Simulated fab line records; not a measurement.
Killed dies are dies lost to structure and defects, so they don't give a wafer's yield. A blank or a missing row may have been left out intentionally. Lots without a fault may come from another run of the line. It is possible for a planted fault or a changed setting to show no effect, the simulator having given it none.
Matching of chambers / flow gf180mcu / GF_POLY_GATE_ETCH_12 on rie diel-03: 4 sister chambers
The step etches BARC in N2/H2. 4 wafers are shown with their chamber, then 9 later ones without.

## WAFERS, EACH WITH ITS CHAMBER
wafer=L084.6; chamber=2; drypump motor current A (A)=5.6
wafer=L086.1; chamber=1; drypump motor current A (A)=5.2
wafer=L086.2; chamber=3; drypump motor current A (A)=5.0
wafer=L086.3; chamber=0; drypump motor current A (A)=5.6

## WAFERS WITHOUT THEIR CHAMBER
wafer=L088.1; drypump motor current A (A)=5.6
wafer=L088.3; drypump motor current A (A)=5.2
wafer=L088.4; drypump motor current A (A)=5.0
wafer=L091.3; drypump motor current A (A)=5.5
wafer=L091.4; drypump motor current A (A)=5.6
wafer=L091.5; drypump motor current A (A)=5.0
wafer=L092.2; drypump motor current A (A)=5.0
wafer=L092.3; drypump motor current A (A)=5.6
wafer=L092.4; drypump motor current A (A)=5.5

## WHICH CHAMBER EACH ONE RAN IN
wafer=L088.1; from the rows above=can't be placed: 0 or 2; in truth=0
wafer=L088.3; from the rows above=1; in truth=1
wafer=L088.4; from the rows above=3; in truth=3
wafer=L091.3; from the rows above=can't be placed: 0 or 2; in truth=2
wafer=L091.4; from the rows above=can't be placed: 0 or 2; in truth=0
wafer=L091.5; from the rows above=3; in truth=3
wafer=L092.2; from the rows above=3; in truth=3
wafer=L092.3; from the rows above=can't be placed: 0 or 2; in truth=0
wafer=L092.4; from the rows above=can't be placed: 0 or 2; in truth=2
Placed correctly: 4 of 9. Not placeable from these rows: 5 (in 5, the candidates include the true chamber). 0 placed wrongly.
How it was worked out, from the rows above alone: a wafer's distance from a chamber is the root of the sum, over the readings, of the square of ((its reading less the chamber's mean) divided by the reading's scatter). If the next closest chamber is less than 2 further off than the closest, the wafer can't be placed; otherwise it belongs to the closest. A chamber's mean is the mean of its shown wafers. The scatter (one wafer shown for each chamber): square how far every hidden wafer sits from the nearest shown wafer, average those squares and take the square root.
